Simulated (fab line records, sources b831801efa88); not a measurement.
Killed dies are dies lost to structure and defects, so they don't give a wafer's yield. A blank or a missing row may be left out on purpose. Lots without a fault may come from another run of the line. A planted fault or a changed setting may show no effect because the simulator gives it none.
fab line records | flow gf180mcu | part 2 of 2: steps 35 to 47 of 47
record lots=5 wafers=15 last_day=34
route steps=602 shown VT_IMPLANT@105 MVSD@136 NWELL@137 LVPWELL@138 MVPSD@139 DUAL_GATE@141
lots that met no fault: from a run of the same line without faults
start_h: hours from the record's first day to the start of the lot's first wafer shown | wait_h: hours since the lot's step before | " the same as in the row above | L1.1+2: a row that stands for several wafers | - no value, or no start given | * or withheld: withheld | < > ~ a bound
route shown NAME@n: a module of which the file shows steps, and the number in the route of the first | usual: mean/standard deviation of fault-free wafers | same: alike in all rows | chamber/n: place in a boat | sites: the reading at each site | _std_site: their standard deviation | _edge_site: outer sites' mean less inner sites' | radius_mm: how far each site lies from the wafer's centre | mask NAME#n: copy n | behind: the tool/chamber that last shaped the wafer | hold: why the lot was held/for how many hours/how that ended | device: the transistor (n, p or np) that didn't switch | end of line: the same wafers' tests at the end of the route | a step without rows: its recipe alone | killed: dies lost to structure and defects at the first sort, not the wafer's yield | map: a wafer's dies, x killed, . not, _ none there
set.NAME: the setting as run; set.NAME@STEP: as run at that earlier step | model.NAME: the simulator's own value behind a step, which no gauge read
lots at some steps of the route; a table a step, a row a wafer
services: from which hour (start_h, from the record's first day; less than 0 if before it) a tool's chamber was out of use, for how many hours, and why
## steps
# step GF_VT_IMPLANT_RS_MEAS_49
# recipe thk_meas_gauge=four-point-probe
# usual MVPSD_RS=1169.8/2.7
# columns lot.wafer tool chamber start_h wait_h MVPSD_RS[ohm/sq]
L076.2 film_metro-03 - 179.72 0.1 1167.5
L076.5 " - " " 1170.0
L076.6 " - " " 1172.2
L086.3 film_metro-04 - 244.28 0.1 1167.4
L086.5 " - " " 1167.5
L086.6 " - " " 1168.9
L088.1 film_metro-02 - 253.50 0.1 1166.6
L088.2 " - " " 1168.9
L088.6 " - " " 1166.4
L093.3 film_metro-02 - 290.75 0.1 1172.2
L093.4 " - " " 1174.3
L093.6 " - " " 1171.9
L094.3 film_metro-04 - 298.51 0.1 1169.4
L094.5 " - " " 1168.6
L094.6 " - " " 1171.1
# step GF_VT_IMPLANT_WET_ETCH_50
# recipe chemistry=dHF target_depth_nm=20 target=SiO2 temp_c=25 dilution=100:1 time_s=400
# same time_s=400
# columns lot.wafer tool chamber start_h wait_h
L076.2+5+6 wet_bench-02 3 179.82 0.1
L086.3+5+6 wet_bench-04 3 244.36 0.1
L088.1+2+6 wet_bench-04 3 253.62 0.1
L093.3+4+6 wet_bench-02 2 290.83 0.1
L094.3+5+6 wet_bench-02 3 298.59 0.1
# step GF_DUAL_GATE_CLEAN_00
# recipe chemistry=SC1/SC2 mix=1:4:20 temp_c=70 time_s=150
# same time_s=150
# columns lot.wafer tool chamber start_h wait_h
L076.2+5+6 wet_bench-02 1 179.94 0.0
L086.3+5+6 wet_bench-01 1 244.48 0.0
L088.1+2+6 wet_bench-02 3 253.74 0.0
L093.3+4+6 wet_bench-04 0 290.95 0.0
L094.3+5+6 wet_bench-01 1 298.72 0.0
# step GF_DUAL_GATE_CLEAN_01
# recipe chemistry=dHF time_s=20 dilution=100:1 dry=ipa_marangoni
# same time_s=20
# columns lot.wafer tool chamber start_h wait_h
L076.2+5+6 wet_bench-01 1 179.99 0.0
L086.3+5+6 wet_bench-02 1 244.53 0.0
L088.1+2+6 wet_bench-01 2 253.79 0.0
L093.3+4+6 wet_bench-02 2 291.00 0.0
L094.3+5+6 wet_bench-04 3 298.77 0.0
# step GF_DUAL_GATE_OXIDATION_02
# recipe temp_c=900 ambient=O2 stabilise_s=600 purge_s=300 target_thk_a=108.87 ox_time_s=1602
# usual spike_tc_centre_C=901.0/1.1 tube_center_temp_C_max=902.3/0.36 zone_power_centre_pct=19.6/0.85 zone_power_top_pct=31.2/0.93
# columns lot.wafer tool chamber start_h wait_h spike_tc_centre_C tube_center_temp_C_max zone_power_centre_pct zone_power_top_pct
L076.2 furnace-01 0 180.00 0.0 898.1 902.3 18.7 30.6
L076.5 " 0 " " 901.8 903.4 18.5 30.1
L076.6 " 0 " " 901.3 901.7 18.6 29.7
L086.3 furnace-02 0 244.55 0.0 901.7 902.2 20.3 31.9
L086.5 " 0 " " 901.1 902.0 20.2 31.8
L086.6 " 0 " " 902.8 902.5 20.2 32.5
L088.1 furnace-01 0 253.81 0.0 899.5 902.9 19.0 30.2
L088.2 " 0 " " 899.6 901.9 18.8 30.0
L088.6 " 0 " " 900.9 902.2 18.9 30.5
L093.3 furnace-01 0 291.61 0.6 899.5 902.2 18.8 30.4
L093.4 " 0 " " 900.0 901.9 18.3 30.7
L093.6 " 0 " " 901.5 902.7 18.7 29.9
L094.3 furnace-02 0 300.24 1.5 901.4 902.9 20.6 31.8
L094.5 " 0 " " 900.8 902.1 20.2 32.0
L094.6 " 0 " " 900.1 902.2 20.4 32.4
# step GF_DUAL_GATE_THK_MEAS_03
# recipe reads=SiO2_of_DUAL_GATE_OXIDATION_02
# usual DUAL_GATE_OXIDATION_00_THK=10.92/0.2
# columns lot.wafer tool chamber start_h wait_h DUAL_GATE_OXIDATION_00_THK[nm]
L076.2 film_metro-01 - 181.46 0.0 10.56
L076.5 " - " " 10.76
L076.6 " - " " 10.73
L086.3 film_metro-01 - 246.01 0.0 11.25
L086.5 " - " " 11.14
L086.6 " - " " 11.21
L088.1 film_metro-02 - 255.25 0.0 11.12
L088.2 " - " " 10.82
L088.6 " - " " 10.99
L093.3 film_metro-02 - 293.08 0.0 10.92
L093.4 " - " " 10.92
L093.6 " - " " 10.80
L094.3 film_metro-02 - 301.71 0.0 11.29
L094.5 " - " " 11.11
L094.6 " - " " 11.23
# step GF_DUAL_GATE_DEHYDRATE_04
# recipe temp_c=200 time_s=60
# same time_s=60
# columns lot.wafer tool chamber start_h wait_h
L076.2+5+6 litho_track-03 0 189.76 8.3
L086.3+5+6 litho_track-03 0 254.74 8.7
L088.1+2+6 litho_track-03 0 263.99 8.7
L093.3+4+6 litho_track-03 0 302.89 9.8
L094.3+5+6 litho_track-02 0 311.45 9.7
# step GF_DUAL_GATE_HMDS_05
# recipe prime_time_s=60 prime_temp_c=120
# columns lot.wafer tool chamber start_h wait_h
L076.2+5+6 litho_track-03 0 189.91 0.1
L086.3+5+6 litho_track-03 0 254.89 0.1
L088.1+2+6 litho_track-03 0 264.14 0.1
L093.3+4+6 litho_track-03 0 303.04 0.1
L094.3+5+6 litho_track-02 0 311.60 0.1
# step GF_DUAL_GATE_COAT_06
# recipe resist=NOVOLAK spin_rpm=3000 resist_thk_nm=1000
# columns lot.wafer tool chamber start_h wait_h
L076.2+5+6 litho_track-03 0 190.06 0.1
L086.3+5+6 litho_track-03 0 255.04 0.1
L088.1+2+6 litho_track-03 0 264.29 0.1
L093.3+4+6 litho_track-03 0 303.19 0.1
L094.3+5+6 litho_track-02 0 311.75 0.1
# step GF_DUAL_GATE_SOFTBAKE_07
# recipe temp_c=90 time_s=60 resist=NOVOLAK
# same time_s=60
# columns lot.wafer tool chamber start_h wait_h
L076.2+5+6 litho_track-03 0 190.21 0.1
L086.3+5+6 litho_track-03 0 255.19 0.1
L088.1+2+6 litho_track-03 0 264.44 0.1
L093.3+4+6 litho_track-03 0 303.34 0.1
L094.3+5+6 litho_track-02 0 311.90 0.1
# step GF_DUAL_GATE_EXPOSE_08
# recipe mask_id=Dualgate target_cd_nm=700 na=0.6 source_shape=conventional sigma_outer=0.6 dose_mj=140
# same sigma_outer=0.6
# columns lot.wafer tool chamber start_h wait_h mask
L076.2+5+6 iline_stepper-01 0 - - Dualgate#0
L086.3+5+6 iline_stepper-01 0 - - Dualgate#0
L088.1+2+6 iline_stepper-02 0 - - Dualgate#0
L093.3+4+6 iline_stepper-01 0 - - Dualgate#0
L094.3+5+6 iline_stepper-02 0 - - Dualgate#0
# step GF_DUAL_GATE_PEB_09
# recipe temp_c=withheld time_s=* resist=NOVOLAK
# same time_s=*
# columns lot.wafer tool chamber start_h wait_h
L076.2+5+6 litho_track-02 0 - -
L086.3+5+6 litho_track-04 0 - -
L088.1+2+6 litho_track-03 0 - -
L093.3+4+6 litho_track-03 0 - -
L094.3+5+6 litho_track-04 0 - -
# step GF_DUAL_GATE_DEVELOP_10
# recipe develop_time_s=60 dev_temp_c=23
# columns lot.wafer tool chamber start_h wait_h
L076.2+5+6 litho_track-02 0 199.13 0.1
L086.3+5+6 litho_track-04 0 264.65 0.1
L088.1+2+6 litho_track-03 0 274.04 0.1
L093.3+4+6 litho_track-03 0 313.09 0.1
L094.3+5+6 litho_track-04 0 322.05 0.1
## services
# columns tool chamber start_h hours kind
wet_bench-02 - 120.94 2.5 repair
wet_bench-01 - 124.81 1.9 pm
implanter-01 - 131.01 0.7 repair
furnace-02 - 135.12 14.7 pm
plasma_asher-04 - 144.73 20.5 repair
implanter-02 - 148.07 2.7 repair
furnace-01 - 162.96 2.8 pm
plasma_asher-03 - 163.12 28.1 pm
plasma_asher-01 - 177.32 1.4 repair
plasma_asher-01 - 182.99 0.6 repair
plasma_asher-01 - 183.35 1.7 repair
iline_stepper-01 - 188.61 1.7 pm
furnace-01 - 207.91 3.8 pm
wet_bench-04 - 213.46 3.1 repair
implanter-01 - 230.72 5.1 pm
plasma_asher-01 - 234.50 7.3 repair
implanter-01 - 242.23 3.4 repair
iline_stepper-02 - 249.41 4.2 repair
plasma_asher-04 - 249.95 8.6 repair
iline_stepper-02 - 256.10 4.4 pm
iline_stepper-02 - 276.20 1.7 pm
furnace-01 - 302.01 1.8 pm
wet_bench-02 - 306.16 48.6 pm
iline_stepper-01 - 309.29 2.1 pm
